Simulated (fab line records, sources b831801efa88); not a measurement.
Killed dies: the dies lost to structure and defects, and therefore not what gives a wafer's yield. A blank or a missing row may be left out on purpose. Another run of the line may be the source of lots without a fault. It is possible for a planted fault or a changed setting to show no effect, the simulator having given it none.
Tool commonality check	flow sky130	12 lots and 36 wafers in the sample

## WHY IT WAS OPENED
At SKY_POLY_GATE_THK_MEAS_01 the reading POLY_GATE_CVD_00_THK is flagged on 2 of 12 lots. Wafers without a fault read 180.8 nm, standard deviation 1.8.
Rule: a lot is flagged in two cases, either no wafer of it has a number, or all its wafers with numbers fall more than 4 standard deviations from that mean. All remaining lots are regarded as sound.

lot	measured	on	POLY_GATE_CVD_00_THK (nm), wafer by wafer	flag
L921	day 14 01:13	film-metro-02	179.7 181.1 180.3	
L922	day 14 11:33	film-metro-01	181.4 180.8 179.7	
L924	day 15 04:12	film-metro-01	151.0 149.0 149.6	FLAGGED
L925	day 15 19:01	film-metro-02	149.0 149.7 148.9	FLAGGED
L935	day 19 03:23	film-metro-02	179.3 178.8 180.3	
L936	day 19 09:14	film-metro-01	183.9 182.5 182.1	
L939	day 20 08:34	film-metro-01	179.4 178.4 179.7	
L940	day 20 15:20	film-metro-03	182.2 180.7 181.9	
L941	day 20 21:43	film-metro-03	181.0 180.7 179.4	
L942	day 21 06:38	film-metro-02	178.6 178.4 180.2	
L943	day 21 19:22	film-metro-03	179.4 180.1 181.1	
L944	day 22 08:19	film-metro-02	180.0 179.1 181.3	
The numbers of the flagged lots are 149.5 nm on average: -31.3 nm against the usual, or -17 standard deviations.

## EACH LOT AND THE TOOL IT RAN ON
The record holds 1 process step before the reading, out of a route of 708 steps. Each cell gives the tool, then ch followed by the chambers the sampled wafers passed through, then the start.
lot	flag	SKY_POLY_GATE_CVD_00
L921		lpcvd-01 ch 1, day 14 00:01
L922		lpcvd-01 ch 1, day 14 10:21
L924	FLAGGED	lpcvd-01 ch 1, day 15 02:24
L925	FLAGGED	lpcvd-01 ch 1, day 15 17:48
L935		lpcvd-01 ch 1, day 19 02:11
L936		lpcvd-01 ch 0, day 19 08:02
L939		lpcvd-01 ch 1, day 20 06:44
L940		lpcvd-01 ch 0, day 20 14:08
L941		lpcvd-01 ch 1, day 20 20:29
L942		lpcvd-01 ch 1, day 21 05:26
L943		lpcvd-01 ch 1, day 21 18:08
L944		lpcvd-01 ch 0, day 22 06:31
What is done by these steps:
- SKY_POLY_GATE_CVD_00: deposits poly-Si, target thk 180 nm, time 720 s.
- SKY_POLY_GATE_THK_MEAS_01

## FLAGGED OVER TOTAL, TOOL BY TOOL (the gauges that took the reading come last)
step	tool	lots run	flagged	share of the flagged lots	sound lots run after its first flagged lot
SKY_POLY_GATE_CVD_00	lpcvd-01	12	2	all	8 (L935,L936,L939,L940,L941,L942,L943,L944)
SKY_POLY_GATE_THK_MEAS_01	film-metro-01	4	1	some	2 (L936,L939)
SKY_POLY_GATE_THK_MEAS_01	film-metro-02	5	1	some	3 (L935,L942,L944)
SKY_POLY_GATE_THK_MEAS_01	film-metro-03	3	0	none	-

## WHAT THE TABLE ALLOWS
In the table, 1 row covers all flagged lots: lpcvd-01 at SKY_POLY_GATE_CVD_00.
- lpcvd-01 at SKY_POLY_GATE_CVD_00 ran 12 lots, 2 of them flagged. Sound lots followed the first flagged one (L935, L936, L939, L940, L941, L942, L943, L944) on it, something a lasting fault affecting the whole tool could not allow.
Not one row of the table ran every flagged lot while running no sound lot after the first.

## WHAT THE SIMULATOR HAD INSERTED
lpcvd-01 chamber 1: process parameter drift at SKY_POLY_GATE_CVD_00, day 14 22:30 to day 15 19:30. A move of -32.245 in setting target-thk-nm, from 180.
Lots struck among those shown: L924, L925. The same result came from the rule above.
